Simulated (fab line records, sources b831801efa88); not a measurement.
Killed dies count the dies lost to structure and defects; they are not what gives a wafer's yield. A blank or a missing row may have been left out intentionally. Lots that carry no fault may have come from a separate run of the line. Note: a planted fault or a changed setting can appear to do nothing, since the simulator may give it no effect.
Matching of chambers / flow sky130 / 4 sister chambers for SKY_VIA3_ETCH_14 on rieDiel-02
The step etches BARC in N2/H2, stops on SiO2, time 45.9 s, target depth 60 nm. 22 wafers are shown with their chamber, then 11 later ones without.

## WAFERS, EACH WITH ITS CHAMBER
wafer=L075.1; chamber=1; drypumpMotorCurrentA (A)=5.2; throttleValvePct (%)=13.219; oesProductAu (a.u.)=0.853
wafer=L075.3; chamber=0; drypumpMotorCurrentA (A)=6.7; throttleValvePct (%)=13.211; oesProductAu (a.u.)=0.860
wafer=L075.6; chamber=1; drypumpMotorCurrentA (A)=5.2; throttleValvePct (%)=13.224; oesProductAu (a.u.)=0.853
wafer=L078.2; chamber=2; drypumpMotorCurrentA (A)=6.5; throttleValvePct (%)=13.228; oesProductAu (a.u.)=0.855
wafer=L078.4; chamber=3; drypumpMotorCurrentA (A)=6.8; throttleValvePct (%)=13.224; oesProductAu (a.u.)=0.849
wafer=L078.5; chamber=2; drypumpMotorCurrentA (A)=6.5; throttleValvePct (%)=13.222; oesProductAu (a.u.)=0.860
wafer=L080.1; chamber=3; drypumpMotorCurrentA (A)=6.7; throttleValvePct (%)=13.246; oesProductAu (a.u.)=0.846
wafer=L080.2; chamber=1; drypumpMotorCurrentA (A)=5.2; throttleValvePct (%)=13.229; oesProductAu (a.u.)=0.861
wafer=L080.6; chamber=1; drypumpMotorCurrentA (A)=5.2; throttleValvePct (%)=13.239; oesProductAu (a.u.)=0.859
wafer=L081.2; chamber=2; drypumpMotorCurrentA (A)=6.5; throttleValvePct (%)=13.226; oesProductAu (a.u.)=0.860
wafer=L081.4; chamber=0; drypumpMotorCurrentA (A)=6.6; throttleValvePct (%)=13.220; oesProductAu (a.u.)=0.854
wafer=L081.6; chamber=1; drypumpMotorCurrentA (A)=5.2; throttleValvePct (%)=13.218; oesProductAu (a.u.)=0.852
wafer=L085.1; chamber=1; drypumpMotorCurrentA (A)=5.2; throttleValvePct (%)=13.229; oesProductAu (a.u.)=0.854
wafer=L085.2; chamber=2; drypumpMotorCurrentA (A)=6.5; throttleValvePct (%)=13.209; oesProductAu (a.u.)=0.848
wafer=L085.4; chamber=0; drypumpMotorCurrentA (A)=6.7; throttleValvePct (%)=13.233; oesProductAu (a.u.)=0.857
wafer=L087.1; chamber=1; drypumpMotorCurrentA (A)=5.2; throttleValvePct (%)=13.211; oesProductAu (a.u.)=0.856
wafer=L087.3; chamber=3; drypumpMotorCurrentA (A)=6.7; throttleValvePct (%)=13.243; oesProductAu (a.u.)=0.859
wafer=L087.4; chamber=2; drypumpMotorCurrentA (A)=6.5; throttleValvePct (%)=13.214; oesProductAu (a.u.)=0.856
wafer=L088.1; chamber=0; drypumpMotorCurrentA (A)=6.7; throttleValvePct (%)=13.230; oesProductAu (a.u.)=0.859
wafer=L088.4; chamber=2; drypumpMotorCurrentA (A)=6.5; throttleValvePct (%)=13.223; oesProductAu (a.u.)=0.864
wafer=L088.6; chamber=0; drypumpMotorCurrentA (A)=6.7; throttleValvePct (%)=13.224; oesProductAu (a.u.)=0.861
wafer=L091.1; chamber=0; drypumpMotorCurrentA (A)=6.6; throttleValvePct (%)=13.222; oesProductAu (a.u.)=0.857

SIGNATURES, as means of the wafers listed above
reading=drypumpMotorCurrentA; chamber 0=6.667; chamber 1=5.200; chamber 2=6.500; chamber 3=6.733; scatter within a chamber=0.0333
reading=throttleValvePct; chamber 0=13.22333; chamber 1=13.22414; chamber 2=13.22033; chamber 3=13.23767; scatter within a chamber=0.0087
reading=oesProductAu; chamber 0=0.85800; chamber 1=0.85543; chamber 2=0.85717; chamber 3=0.85133; scatter within a chamber=0.00439
Rule: a wafer's distance from a chamber is the root of the sum, over the readings, of the square of ((its reading less the chamber's mean) divided by the reading's scatter). If the next closest chamber is less than 2 further off than the closest, the wafer can't be placed; otherwise it belongs to the closest. The scatter is the square root of a quotient: the sum, over the shown wafers, of each reading's squared deviation from its chamber's mean, divided by wafers minus chambers.

## WAFERS MISSING THEIR CHAMBER
wafer=L091.3; drypumpMotorCurrentA (A)=6.7; throttleValvePct (%)=13.213; oesProductAu (a.u.)=0.858
wafer=L091.6; drypumpMotorCurrentA (A)=6.8; throttleValvePct (%)=13.231; oesProductAu (a.u.)=0.849
wafer=L094.2; drypumpMotorCurrentA (A)=6.5; throttleValvePct (%)=13.225; oesProductAu (a.u.)=0.849
wafer=L094.3; drypumpMotorCurrentA (A)=6.8; throttleValvePct (%)=13.233; oesProductAu (a.u.)=0.861
wafer=L094.4; drypumpMotorCurrentA (A)=6.7; throttleValvePct (%)=13.230; oesProductAu (a.u.)=0.852
wafer=L092.2; drypumpMotorCurrentA (A)=6.5; throttleValvePct (%)=13.219; oesProductAu (a.u.)=0.853
wafer=L092.4; drypumpMotorCurrentA (A)=6.7; throttleValvePct (%)=13.228; oesProductAu (a.u.)=0.857
wafer=L092.6; drypumpMotorCurrentA (A)=6.7; throttleValvePct (%)=13.224; oesProductAu (a.u.)=0.852
wafer=L097.2; drypumpMotorCurrentA (A)=5.2; throttleValvePct (%)=13.232; oesProductAu (a.u.)=0.857
wafer=L097.3; drypumpMotorCurrentA (A)=6.7; throttleValvePct (%)=13.236; oesProductAu (a.u.)=0.857
wafer=L097.5; drypumpMotorCurrentA (A)=6.7; throttleValvePct (%)=13.227; oesProductAu (a.u.)=0.852

## THE CHAMBER EACH PASSED THROUGH
wafer=L091.3; from the rows above=can't be placed: 0 or 3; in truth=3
wafer=L091.6; from the rows above=3; in truth=3
wafer=L094.2; from the rows above=2; in truth=2
wafer=L094.3; from the rows above=can't be placed: 3 or 0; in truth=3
wafer=L094.4; from the rows above=can't be placed: 3 or 0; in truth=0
wafer=L092.2; from the rows above=2; in truth=2
wafer=L092.4; from the rows above=can't be placed: 0 or 3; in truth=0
wafer=L092.6; from the rows above=can't be placed: 0 or 3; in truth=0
wafer=L097.2; from the rows above=1; in truth=1
wafer=L097.3; from the rows above=can't be placed: 3 or 0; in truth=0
wafer=L097.5; from the rows above=can't be placed: 3 or 0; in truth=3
Correctly placed: 4 of 11. Unplaceable from these rows: 7, with the true chamber sitting among the candidates in 7. Placed wrongly: 0.
